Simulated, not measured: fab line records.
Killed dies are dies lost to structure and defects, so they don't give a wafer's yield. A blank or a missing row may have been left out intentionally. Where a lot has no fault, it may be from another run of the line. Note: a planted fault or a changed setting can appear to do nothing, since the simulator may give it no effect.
A lot that was struck, set against a sound lot -- flow sky130 -- 15 out of 708 route steps
Sound: these wafers, L946.2, L946.3, L946.5. Wafers L942.2, L942.3, L942.6 were the ones struck. The cause is given at the end.
For every step that has rows: the tool of each side, followed by ch and its chambers, followed by its first start. Under that, the readings that differ: sound wafers -- struck wafers -- difference of the means -- sigmas: that difference in standard deviations of wafers without a fault.
alike: a reading whose means differ by less than 2 such deviations, as well as words and numbers matching on both sides. not compared: withheld readings; readings where some wafer has no value; bounds like >300 that might hide an equal value; numbers whose values overlap and for which the record gives no deviation.
A row with sigmas, a row that says differs or no value, or rows on one side alone: a step with any of these is where the two part. Non-overlapping numbers with no deviation appear without sigmas and do not part them. A reading missing from all wafers of one side parts the sides only when that side holds two or more wafers.

SKY_LDD_HVP_OVL_MEAS_07:
  sound: overlay-02 at day 29 19:32; struck: overlay-02 at day 28 09:17
  alike: LDD_HVP_OVL
then, 1 step without rows for these wafers: SKY_LDD_HVP_IMPLANT_08.
SKY_LDD_HVP_STRIP_09: strips in O2/N2.
  sound on plasma-asher-01 ch 0,1, day 29 19:43; struck on plasma-asher-03 ch 0,1, day 28 09:28
  alike: chamber-pressure-mTorr, drypump-motor-current-A, oes-product-au, strip-time-to-endpoint-s
  not compared: rf-hours-counter-h
SKY_LDD_HVP_TW_MEAS_10:
  sound: film-metro-04 at day 29 19:50; struck: film-metro-03 at day 28 09:35
  alike: LDD_HVP_TW
then, 7 steps without rows for these wafers: SKY_LDD_LDN_DEHYDRATE_00 (time 60 s); SKY_LDD_LDN_HMDS_01 (prime time 60 s); SKY_LDD_LDN_COAT_02 (resist thk 1140 nm); SKY_LDD_LDN_SOFTBAKE_03 (time 60 s); SKY_LDD_LDN_EXPOSE_04 (exposes mask LDNTM, target cd 700 nm); SKY_LDD_LDN_PEB_05; SKY_LDD_LDN_DEVELOP_06 (develop time 60 s).
SKY_LDD_LDN_OVL_MEAS_07:
  sound: overlay-02 at day 30 23:41; struck: overlay-01 at day 29 13:43
  alike: LDD_LDN_OVL
SKY_LDD_LDN_IMPLANT_08:
  sound on implanter-03 ch 0, day 30 23:44; struck on implanter-01 ch 0, day 29 13:46
reading,sound,struck,difference,sigmas
beam-energy-keV,14.995 14.994 15.002,18.555 18.554 18.549,+3.556,+99 or more
model.implant.rp-nm (nm),12.49 12.49 12.49,15.24 15.24 15.24,+2.75,
model.implant.drp-nm (nm),5.933 5.933 5.933,6.848 6.848 6.848,+0.915,
then, 1 step without rows for these wafers: SKY_LDD_LDN_IMPLANT_09.
-- record jumps: 21 days separate the struck wafers' starts on either side; left off in module LDD_LDN, taken up again in module PAD_OPEN, whose first shown step is the route's number 708 --
SKY_PAD_OPEN_PROBE_99:
  only the struck wafers here have rows in the record (prober-01, day 50 06:16); the sound ones have none

WHERE THEY PART
At SKY_LDD_LDN_IMPLANT_08 first; at SKY_PAD_OPEN_PROBE_99 last (within this record only).

WHY: whatever the simulator had introduced
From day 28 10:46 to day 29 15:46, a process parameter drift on implanter-01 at SKY_LDD_LDN_IMPLANT_08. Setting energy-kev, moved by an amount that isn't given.
